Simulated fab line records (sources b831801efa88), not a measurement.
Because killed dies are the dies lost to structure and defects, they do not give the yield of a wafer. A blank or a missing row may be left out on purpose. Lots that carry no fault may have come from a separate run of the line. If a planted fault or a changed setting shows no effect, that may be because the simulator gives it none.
fab line records + flow sky130
[record]
- lots = 11
- wafers = 33
- lastDay = 47
route steps=708 shown LDD_LDN@299 PAD_OPEN@708
lots with no fault: from the same line, run without faults
startH: hours from the record's first day to the start of the lot's first wafer shown + waitH: hours from the lot's prior step to this one + " unchanged from the row above + L1.1+2: one row covering several wafers at once + - no value, or no start was given + * or withheld: withheld + < > ~ a bound
route shown NAME@n: a module of which the file shows steps, and the number in the route of the first + usual: the fault-free wafers' mean and standard deviation + same: alike in all rows + chamber/n: place in a boat + sites: the reading at each site + _std_site: the standard deviation of these + _edge_site: inner sites' mean taken away from outer sites' mean + radiusMm: how far each site lies from the wafer's centre + mask NAME#n: copy n + behind: the tool/chamber that last shaped the wafer + hold: the reason the lot was held/the length of the hold in hours/how it ended + device: names the non-switching transistor (n, p or np) + end of line: tests of these same wafers at the route's end + where a step has no rows: the recipe by itself + killed: count of dies lost to structure and defects at first sort (not the wafer's yield) + map: dies across one wafer; x = killed, . = not, _ = none there
set.NAME: the setting that was run; set.NAME@STEP: the one run at that earlier step + model.NAME: the simulator's own value behind a step, which no gauge read
a sample of lots followed through the steps of the route, with each step as a table and each wafer as a row
services: a tool's chamber out of use, with start hour (startH, from the record's first day; less than 0 if before it), hours out, and reason
[[steps]]
[step SKY_LDD_LDN_IMPLANT_10]
[recipe]
- species = As
- energyKev = 15
- doseCm2 = 1.25e+13
- tiltDeg = withheld
- rotationDeg = 203
[usual]
- implantIonAmu = 75/0
| lot.wafer | tool         | chamber | startH | waitH | implantIonAmu |
|-----------|--------------|---------|--------|-------|---------------|
| L979.2    | implanter-04 | 0       | 533.03 | 0.1   | 75            |
| L979.5    | "            | 0       | "      | "     | 75            |
| L979.6    | "            | 0       | "      | "     | 75            |
| L981.3    | implanter-03 | 0       | 543.20 | 0.1   | 75            |
| L981.4    | "            | 0       | "      | "     | 75            |
| L981.5    | "            | 0       | "      | "     | 75            |
| L980.1    | implanter-04 | 0       | 546.59 | 0.1   | 75            |
| L980.2    | "            | 0       | "      | "     | 75            |
| L980.5    | "            | 0       | "      | "     | 75            |
| L982.1    | implanter-03 | 0       | 562.94 | 0.1   | 75            |
| L982.5    | "            | 0       | "      | "     | 75            |
| L982.6    | "            | 0       | "      | "     | 75            |
| L983.1    | implanter-01 | 0       | 576.45 | 0.1   | 75            |
| L983.4    | "            | 0       | "      | "     | 75            |
| L983.6    | "            | 0       | "      | "     | 75            |
| L984.1    | implanter-03 | 0       | 577.24 | 0.1   | 75            |
| L984.2    | "            | 0       | "      | "     | 75            |
| L984.3    | "            | 0       | "      | "     | 75            |
| L985.3    | implanter-04 | 0       | 591.90 | 0.1   | 75            |
| L985.4    | "            | 0       | "      | "     | 75            |
| L985.6    | "            | 0       | "      | "     | 75            |
| L987.1    | implanter-04 | 0       | 600.14 | 0.1   | 31            |
| L987.3    | "            | 0       | "      | "     | 31            |
| L987.6    | "            | 0       | "      | "     | 31            |
| L986.1    | implanter-01 | 0       | 600.50 | 0.1   | 31            |
| L986.4    | "            | 0       | "      | "     | 31            |
| L986.5    | "            | 0       | "      | "     | 31            |
| L988.1    | implanter-04 | 0       | 604.69 | 0.1   | 31            |
| L988.2    | "            | 0       | "      | "     | 31            |
| L988.3    | "            | 0       | "      | "     | 31            |
| L989.1    | implanter-01 | 0       | 619.75 | 0.1   | 31            |
| L989.2    | "            | 0       | "      | "     | 31            |
| L989.6    | "            | 0       | "      | "     | 31            |
[step SKY_LDD_LDN_TW_MEAS_13]
[usual]
- LDD_LDN_TW = 1478/6.6
| lot.wafer | tool         | chamber | startH | waitH | LDD_LDN_TW |
|-----------|--------------|---------|--------|-------|------------|
| L979.2    | filmMetro-02 | -       | 533.41 | 0.1   | 1483       |
| L979.5    | "            | -       | "      | "     | 1472       |
| L979.6    | "            | -       | "      | "     | 1479       |
| L981.3    | filmMetro-02 | -       | 543.57 | 0.1   | 1474       |
| L981.4    | "            | -       | "      | "     | 1482       |
| L981.5    | "            | -       | "      | "     | 1478       |
| L980.1    | filmMetro-04 | -       | 550.31 | 0.1   | 1490       |
| L980.2    | "            | -       | "      | "     | 1488       |
| L980.5    | "            | -       | "      | "     | 1489       |
| L982.1    | filmMetro-02 | -       | 563.34 | 0.1   | 1468       |
| L982.5    | "            | -       | "      | "     | 1469       |
| L982.6    | "            | -       | "      | "     | 1468       |
| L983.1    | filmMetro-01 | -       | 576.85 | 0.1   | 1471       |
| L983.4    | "            | -       | "      | "     | 1473       |
| L983.6    | "            | -       | "      | "     | 1473       |
| L984.1    | filmMetro-01 | -       | 577.64 | 0.1   | 1470       |
| L984.2    | "            | -       | "      | "     | 1476       |
| L984.3    | "            | -       | "      | "     | 1473       |
| L985.3    | filmMetro-02 | -       | 592.27 | 0.1   | 1486       |
| L985.4    | "            | -       | "      | "     | 1481       |
| L985.6    | "            | -       | "      | "     | 1487       |
| L987.1    | filmMetro-04 | -       | 600.54 | 0.1   | 1404       |
| L987.3    | "            | -       | "      | "     | 1415       |
| L987.6    | "            | -       | "      | "     | 1417       |
| L986.1    | filmMetro-01 | -       | 600.90 | 0.1   | 1420       |
| L986.4    | "            | -       | "      | "     | 1411       |
| L986.5    | "            | -       | "      | "     | 1413       |
| L988.1    | filmMetro-04 | -       | 605.09 | 0.1   | 1417       |
| L988.2    | "            | -       | "      | "     | 1415       |
| L988.3    | "            | -       | "      | "     | 1412       |
| L989.1    | filmMetro-04 | -       | 620.15 | 0.1   | 1421       |
| L989.2    | "            | -       | "      | "     | 1409       |
| L989.6    | "            | -       | "      | "     | 1415       |
[step SKY_PAD_OPEN_PROBE_99]
[usual]
- killed_at_M0_to_M3 = 44/7.9
- killed_at_M4_up = 3.1/1.9
- killedAtContacts = 24/4.6
- killedAtFrontEnd = 16/4.9
- killedAtOther = 0.3/0.6
- killedDies = 87/9.7
- killedOpen = 48/7.2
- killedShort = 39/5.6
[same]
- grossDies = 492
- killedAtBackSide = 0
| lot.wafer | tool      | chamber | startH  | waitH | killed_at_M0_to_M3 | killed_at_M4_up | killedAtContacts | killedAtFrontEnd | killedAtOther | killedDies | killedOpen | killedShort |
|-----------|-----------|---------|---------|-------|--------------------|-----------------|------------------|------------------|---------------|------------|------------|-------------|
| L983.1    | prober-02 | -       | 1097.03 | 0.1   | 50                 | 5               | 32               | 16               | 0             | 103        | 56         | 47          |
| L983.4    | prober-02 | -       | 1097.18 | 0.2   | 65                 | 2               | 18               | 11               | 1             | 97         | 57         | 40          |
| L983.6    | prober-02 | -       | 1097.28 | 0.2   | 63                 | 2               | 20               | 17               | 0             | 102        | 58         | 44          |
// killed by level:class
L983.1 LI_CONTACT:geometricParticle:open=12 VIA2:geometricParticle:open=9 VIA1:geometricParticle:open=9 CONTACT:geometricParticle:open=9 METAL2:geometricParticle:short=7 METAL1:geometricParticle:short=6 FIELD_ISO:geometricParticle:short=5 FIELD_ISO:geometricParticle:open=5
L983.4 VIA1:geometricParticle:open=24 METAL2:geometricParticle:short=8 VIA2:geometricParticle:open=8 VIA1:geometricParticle:short=7 LI_CONTACT:geometricParticle:open=6 CONTACT:geometricParticle:short=5 VIA3:geometricParticle:open=5 POLY_GATE:geometricParticle:open=4
L983.6 VIA1:geometricParticle:open=20 VIA2:geometricParticle:open=10 VIA1:geometricParticle:short=8 LI_CONTACT:geometricParticle:open=7 VIA3:geometricParticle:open=7 METAL2:geometricParticle:short=6 FIELD_ISO:geometricParticle:short=5 FIELD_ISO:geometricParticle:open=4
[[services]]
| tool         | chamber | startH | hours | kind   |
|--------------|---------|--------|-------|--------|
| implanter-03 | -       | 529.42 | 2.9   | pm     |
| implanter-03 | -       | 535.05 | 3.4   | repair |
| implanter-03 | -       | 565.19 | 2.7   | repair |
[[key]]
[firstSign]
- step = SKY_LDD_LDN_IMPLANT_10
- reading = implantIonAmu
- direction = down
- sigmas = 99+
- usual = 75
- struck = 31
[effect]
- step = SKY_LDD_LDN_TW_MEAS_13
- reading = LDD_LDN_TW
- direction = down
- sigmas = 9.7
- usual = 1478
- struck = 1414
metAt SKY_LDD_LDN_IMPLANT_10
struckLots L986,L987,L988,L989
testerLeftOut L986,L987,L988,L989
onsetBetween 591.90 600.14
[fault]
- kind = wrongRecipeDownload
- tool = implanter-01,implanter-03,implanter-04
- chamber = -
- onsetH = 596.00
- steps = SKY_LDD_LDN_IMPLANT_10
- wrongRecipe.notListed = 1
// testerLeftOut: of these lots the tester's yield and bins aren't shown, on N5 and GAA mostly nor the transistor test; their killed dies are dies lost to structure and defects alone, not to doping, threshold or leakage, so they don't give the yield
